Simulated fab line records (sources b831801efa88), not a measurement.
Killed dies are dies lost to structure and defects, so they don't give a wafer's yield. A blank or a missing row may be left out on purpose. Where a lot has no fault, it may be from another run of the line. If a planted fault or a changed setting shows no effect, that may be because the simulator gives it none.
Which tool is to blame? + flow gf180mcu + 24 lots with 72 wafers sampled at 4 steps, on a route of 602 steps

## WHAT EACH GAUGE READ, for each wafer
GF_SALICIDE_RS_MEAS_04: measurement is done with a four-point probe. Usual: SALICIDE_TIN_RS gives 16.29 ohm/sq (standard deviation 0.3).
| lot  | measured     | on            | SALICIDE_TIN_RS (ohm/sq) | flag |
|------|--------------|---------------|--------------------------|------|
| L074 | day 15 10:43 | film metro-02 | 16.76 16.76 16.59        |      |
| L075 | day 15 17:39 | film metro-02 | 16.38 16.50 16.11        |      |
| L076 | day 16 04:25 | film metro-03 | 16.47 16.17 16.50        |      |
| L077 | day 16 07:25 | film metro-04 | 16.19 16.21 16.06        |      |
| L078 | day 16 12:10 | film metro-04 | 16.22 16.58 16.51        |      |
| L079 | day 16 20:44 | film metro-04 | 16.05 16.04 15.97        |      |
| L080 | day 17 01:33 | film metro-03 | 16.11 16.11 16.16        |      |
| L081 | day 17 18:34 | film metro-04 | 16.57 16.84 16.64        |      |
| L082 | day 18 04:36 | film metro-04 | 16.44 16.23 16.57        |      |
| L083 | day 18 09:25 | film metro-02 | 16.46 15.92 16.08        |      |
| L084 | day 18 19:28 | film metro-02 | 16.05 15.94 15.93        |      |
| L085 | day 19 03:26 | film metro-04 | 15.93 16.00 15.96        |      |
| L086 | day 19 17:06 | film metro-03 | 15.93 15.96 15.94        |      |
| L087 | day 20 05:52 | film metro-04 | 16.62 16.59 16.50        |      |
| L088 | day 20 12:45 | film metro-04 | 15.98 16.50 16.04        |      |
| L089 | day 20 15:31 | film metro-04 | 16.23 16.30 16.62        |      |
| L090 | day 21 03:08 | film metro-04 | 16.61 16.66 16.58        |      |
| L091 | day 21 10:58 | film metro-03 | 16.24 16.55 16.44        |      |
| L092 | day 21 19:39 | film metro-02 | 15.92 16.15 16.05        |      |
| L093 | day 21 22:42 | film metro-04 | 16.03 16.39 16.09        |      |
| L094 | day 22 05:13 | film metro-04 | 16.57 16.60 16.54        |      |
| L095 | day 22 12:29 | film metro-04 | 16.13 15.98 16.03        |      |
| L096 | day 22 22:45 | film metro-03 | 16.07 16.21 16.12        |      |
| L097 | day 23 04:19 | film metro-02 | 15.83 15.87 15.90        |      |

GF_M4_OVL_MEAS_15. Usual: M4_OVL gives 1 nm (standard deviation 5.4).
| lot  | measured     | on         | M4_OVL (nm) | flag |
|------|--------------|------------|-------------|------|
| L074 | day 23 15:09 | overlay-02 | 0 9 4       |      |
| L075 | day 24 00:17 | overlay-02 | -1 4 6      |      |
| L076 | day 24 10:46 | overlay-02 | 6 4 10      |      |
| L077 | day 24 13:16 | overlay-01 | -1 0 0      |      |
| L078 | day 24 17:32 | overlay-02 | 9 11 3      |      |
| L079 | day 25 01:23 | overlay-01 | -7 -4 -8    |      |
| L080 | day 25 06:07 | overlay-01 | -7 -1 -1    |      |
| L081 | day 26 00:10 | overlay-02 | 4 2 5       |      |
| L082 | day 26 08:43 | overlay-02 | -4 -4 2     |      |
| L083 | day 26 13:43 | overlay-01 | -8 -3 -3    |      |
| L084 | day 26 22:34 | overlay-02 | -7 -5 -6    |      |
| L085 | day 27 03:28 | overlay-01 | 4 2 -1      |      |
| L086 | day 27 13:46 | overlay-01 | -2 3 1      |      |
| L087 | day 27 23:52 | overlay-01 | 2 4 5       |      |
| L088 | day 28 07:43 | overlay-01 | -6 -2 2     |      |
| L089 | day 28 10:59 | overlay-02 | -1 -8 -3    |      |
| L090 | day 28 18:10 | overlay-01 | 7 11 5      |      |
| L091 | day 29 02:57 | overlay-01 | 4 7 -3      |      |
| L092 | day 29 07:25 | overlay-02 | 2 6 0       |      |
| L093 | day 29 10:49 | overlay-02 | 0 -2 2      |      |
| L094 | day 29 17:13 | overlay-02 | 1 2 5       |      |
| L095 | day 29 23:05 | overlay-01 | 1 -6 -9     |      |
| L096 | day 30 09:16 | overlay-02 | 6 7 13      |      |
| L097 | day 30 10:20 | overlay-02 | -8 -3 -9    |      |

## WHICH TOOL RAN EACH LOT (tool, then ch and the chambers of the sampled wafers, then the start)
| lot  | GF_STI_ETCH_13                    | GF_M2_SPUTTER_01             |
|------|-----------------------------------|------------------------------|
| L074 | rie diel-04 ch 0,2,3, day 2 05:10 | pvd sputter-04, day 18 10:38 |
| L075 | rie diel-01 ch 0,1,2, day 2 08:40 | pvd sputter-02, day 18 19:26 |
| L076 | rie diel-03 ch 1,2, day 2 12:30   | pvd sputter-03, day 19 07:50 |
| L077 | rie diel-04 ch 1,3, day 2 18:45   | pvd sputter-04, day 19 11:52 |
| L078 | rie diel-03 ch 0,1,3, day 2 22:16 | pvd sputter-02, day 19 14:58 |
| L079 | rie diel-03 ch 0,1,2, day 3 04:30 | pvd sputter-02, day 20 00:28 |
| L080 | rie diel-01 ch 0,1, day 3 08:52   | pvd sputter-04, day 20 05:32 |
| L081 | rie diel-01 ch 0,1,3, day 3 12:52 | pvd sputter-02, day 21 00:58 |
| L082 | rie diel-04 ch 0,1,3, day 3 19:45 | pvd sputter-04, day 21 11:14 |
| L083 | rie diel-01 ch 0,2,3, day 3 23:34 | pvd sputter-03, day 21 16:07 |
| L084 | rie diel-01 ch 1,2, day 4 04:58   | pvd sputter-04, day 22 01:46 |
| L085 | rie diel-01 ch 0,2, day 4 11:43   | pvd sputter-03, day 22 08:45 |
| L086 | rie diel-04 ch 0,2,3, day 4 15:10 | pvd sputter-02, day 22 21:47 |
| L087 | rie diel-01 ch 0,3, day 4 21:06   | pvd sputter-02, day 23 09:41 |
| L088 | rie diel-03 ch 0,1, day 5 01:43   | pvd sputter-04, day 23 16:13 |
| L089 | rie diel-04 ch 0,2, day 5 06:27   | pvd sputter-04, day 23 20:19 |
| L090 | rie diel-03 ch 0,1,2, day 5 13:51 | pvd sputter-02, day 24 06:10 |
| L091 | rie diel-01 ch 1,2,3, day 5 19:46 | pvd sputter-04, day 24 12:53 |
| L092 | rie diel-03 ch 0,1,3, day 5 23:51 | pvd sputter-04, day 24 20:32 |
| L093 | rie diel-01 ch 0,1,3, day 6 04:03 | pvd sputter-03, day 24 23:44 |
| L094 | rie diel-01 ch 0,3, day 6 10:07   | pvd sputter-02, day 25 06:41 |
| L095 | rie diel-04 ch 1,3, day 6 13:37   | pvd sputter-02, day 25 12:40 |
| L096 | rie diel-04 ch 0,2,3, day 6 18:13 | pvd sputter-04, day 25 22:28 |
| L097 | rie diel-03 ch 1,2,3, day 7 01:13 | pvd sputter-04, day 26 03:26 |
- GF_STI_ETCH_13: etches the open film in CHF3/O2, stops on Si, target depth 282.31 nm, time 112.9 s.
- GF_M2_SPUTTER_01: material TiN, target thk 30 nm, time 25 s.

## AS READ BY THE TOOLS THEMSELVES (means over the sampled wafers that have a number; for cases with no such wafer, the mark the record gives instead)
GF_STI_ETCH_13. Usual: bias w 200.0 W, standard deviation 0.58; drypump motor current A 5.6 A, standard deviation 0.57; oes product au 0.833 a.u., standard deviation 0.0066; throttle valve pct 8.810 %, standard deviation 0.0085.
| lot  | tool        | bias w (W) | drypump motor current A (A) | oes product au (a.u.) | throttle valve pct (%) | flag |
|------|-------------|------------|-----------------------------|-----------------------|------------------------|------|
| L074 | rie diel-04 | 199.8      | 5.1                         | 0.824                 | 8.811                  |      |
| L075 | rie diel-01 | 200.3      | 5.9                         | 0.831                 | 8.806                  |      |
| L076 | rie diel-03 | 200.0      | 5.8                         | 0.834                 | 8.819                  |      |
| L077 | rie diel-04 | 200.3      | 5.2                         | 0.838                 | 8.805                  |      |
| L078 | rie diel-03 | 200.3      | 6.3                         | 0.831                 | 8.814                  |      |
| L079 | rie diel-03 | 199.5      | 5.8                         | 0.834                 | 8.809                  |      |
| L080 | rie diel-01 | 199.5      | 5.5                         | 0.835                 | 8.811                  |      |
| L081 | rie diel-01 | 200.1      | 5.5                         | 0.835                 | 8.808                  |      |
| L082 | rie diel-04 | 199.7      | 5.0                         | 0.839                 | 8.818                  |      |
| L083 | rie diel-01 | 200.5      | 6.0                         | 0.838                 | 8.815                  |      |
| L084 | rie diel-01 | 200.0      | 5.8                         | 0.837                 | 8.811                  |      |
| L085 | rie diel-01 | 200.5      | 6.0                         | 0.836                 | 8.806                  |      |
| L086 | rie diel-04 | 199.9      | 5.1                         | 0.836                 | 8.815                  |      |
| L087 | rie diel-01 | 199.9      | 5.6                         | 0.838                 | 8.815                  |      |
| L088 | rie diel-03 | 200.0      | 6.4                         | 0.828                 | 8.809                  |      |
| L089 | rie diel-04 | 198.8      | 5.3                         | 0.838                 | 8.813                  |      |
| L090 | rie diel-03 | 200.7      | 5.8                         | 0.827                 | 8.802                  |      |
| L091 | rie diel-01 | 200.2      | 5.9                         | 0.826                 | 8.807                  |      |
| L092 | rie diel-03 | 200.1      | 6.2                         | 0.828                 | 8.806                  |      |
| L093 | rie diel-01 | 200.0      | 5.5                         | 0.839                 | 8.807                  |      |
| L094 | rie diel-01 | 199.7      | 5.6                         | 0.839                 | 8.807                  |      |
| L095 | rie diel-04 | 199.9      | 5.0                         | 0.834                 | 8.812                  |      |
| L096 | rie diel-04 | 199.9      | 5.1                         | 0.840                 | 8.817                  |      |
| L097 | rie diel-03 | 199.9      | 5.7                         | 0.831                 | 8.811                  |      |

GF_M2_SPUTTER_01. Usual: cathode dc power W 6500.2 W, standard deviation 1.2; throttle valve pct 30.3 %, standard deviation 0.91.
| lot  | tool           | cathode dc power W (W) | throttle valve pct (%) | flag |
|------|----------------|------------------------|------------------------|------|
| L074 | pvd sputter-04 | 6500.2                 | 29.8                   |      |
| L075 | pvd sputter-02 | 6500.0                 | 30.4                   |      |
| L076 | pvd sputter-03 | 6499.4                 | 30.2                   |      |
| L077 | pvd sputter-04 | 6499.9                 | 29.9                   |      |
| L078 | pvd sputter-02 | 6500.8                 | 30.5                   |      |
| L079 | pvd sputter-02 | 6500.3                 | 30.7                   |      |
| L080 | pvd sputter-04 | 6499.6                 | 30.9                   |      |
| L081 | pvd sputter-02 | 6500.0                 | 30.6                   |      |
| L082 | pvd sputter-04 | 6500.2                 | 30.1                   |      |
| L083 | pvd sputter-03 | 6500.4                 | 30.9                   |      |
| L084 | pvd sputter-04 | 6500.9                 | 29.8                   |      |
| L085 | pvd sputter-03 | 6499.6                 | 31.0                   |      |
| L086 | pvd sputter-02 | 6499.8                 | 30.5                   |      |
| L087 | pvd sputter-02 | 6499.2                 | 30.5                   |      |
| L088 | pvd sputter-04 | 6498.1                 | 29.9                   |      |
| L089 | pvd sputter-04 | 6500.3                 | 29.9                   |      |
| L090 | pvd sputter-02 | 6501.1                 | 30.4                   |      |
| L091 | pvd sputter-04 | 6500.7                 | 29.3                   |      |
| L092 | pvd sputter-04 | 6500.9                 | 29.6                   |      |
| L093 | pvd sputter-03 | 6499.1                 | 31.0                   |      |
| L094 | pvd sputter-02 | 6500.2                 | 30.5                   |      |
| L095 | pvd sputter-02 | 6499.1                 | 30.5                   |      |
| L096 | pvd sputter-04 | 6501.2                 | 29.8                   |      |
| L097 | pvd sputter-04 | 6500.6                 | 30.3                   |      |

## THE ANSWER, worked out from the rows above alone
Rule: lot off if the mean of its wafers having a number is beyond 3 standard deviations from the usual mean. A lot without any number at a reading at which 4 lots or more have one is off too. The other lots that the step has rows for count as sound. First the gauges in route order, then the tools' own readings, where a lot's mean is used as printed above. At the first step where some lot is off, the reading lying furthest off is the one used; lots without a number count as furthest.
No lot is off on any of the readings shown, so nothing can be concluded from this.

## WHAT THE SIMULATOR HAD PUT IN
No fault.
